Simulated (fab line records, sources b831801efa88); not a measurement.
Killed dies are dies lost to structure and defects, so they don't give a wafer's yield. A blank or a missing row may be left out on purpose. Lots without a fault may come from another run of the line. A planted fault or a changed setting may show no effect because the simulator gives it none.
Which tool did it? | flow sky130 | 11 lots, 33 wafers sampled, at 2 steps of a route of 708

WHAT THE GAUGES READ, wafer by wafer
SKY_METAL2_OVL_MEAS_16.
lot  | measured     | on         | METAL2_OVL (nm)
L616 | day 35 17:22 | overlay-01 | -7 6 6
L618 | day 36 17:56 | overlay-02 | -12 -6 -15
L620 | day 36 22:37 | overlay-02 | -8 -8 -8
L621 | day 36 23:34 | overlay-01 | 9 -4 4
L626 | day 38 16:25 | overlay-01 | 0 -14 -9
L627 | day 38 21:35 | overlay-01 | 6 -3 6
L632 | day 40 09:11 | overlay-01 | -6 -12 -15
L634 | day 40 17:18 | overlay-02 | 1 -2 -7
L635 | day 41 03:12 | overlay-01 | 6 0 10
L636 | day 41 04:27 | overlay-02 | -4 -10 0
L637 | day 41 15:42 | overlay-01 | 9 12 1

WHICH TOOL RAN EACH LOT (tool, then ch and the chambers of the sampled wafers, then the start)
lot  | SKY_VIA1_CMP_02
L616 | cmp-02 ch 0,1,2, day 33 10:54
L618 | cmp-02 ch 0,1,2, day 34 10:55
L620 | cmp-01 ch 2,3, day 34 16:18
L621 | cmp-01 ch 1,2, day 34 17:20
L626 | cmp-02 ch 0,2,3, day 36 10:21
L627 | cmp-02 ch 0,3, day 36 15:52
L632 | cmp-02 ch 0,2, day 38 05:53
L634 | cmp-02 ch 0,1,2, day 38 14:11
L635 | cmp-02 ch 2,3, day 39 00:00
L636 | cmp-02 ch 1,3, day 39 01:20
L637 | cmp-01 ch 0,1, day 39 13:50
- SKY_VIA1_CMP_02: polishes SiO2.

THE ANSWER, worked out from the rows above alone
Rule: what is usual is taken from the lots themselves. Put in order of their means at a reading, lots are off if they are a third of the lots or fewer, leave a main group of 4 or more, and stand apart from it by a gap of 3 or more times the standard deviation of the main group's means; of several such gaps the widest counts. A main group whose means are all the same, to the digits that the tables above print for the reading, isn't used. A lot without any number at a reading at which 4 lots or more have one is off too. The other lots that the step has rows for count as sound.
No lot is off at any reading shown: from this, nothing can be told.

WHAT THE SIMULATOR HAD PUT IN
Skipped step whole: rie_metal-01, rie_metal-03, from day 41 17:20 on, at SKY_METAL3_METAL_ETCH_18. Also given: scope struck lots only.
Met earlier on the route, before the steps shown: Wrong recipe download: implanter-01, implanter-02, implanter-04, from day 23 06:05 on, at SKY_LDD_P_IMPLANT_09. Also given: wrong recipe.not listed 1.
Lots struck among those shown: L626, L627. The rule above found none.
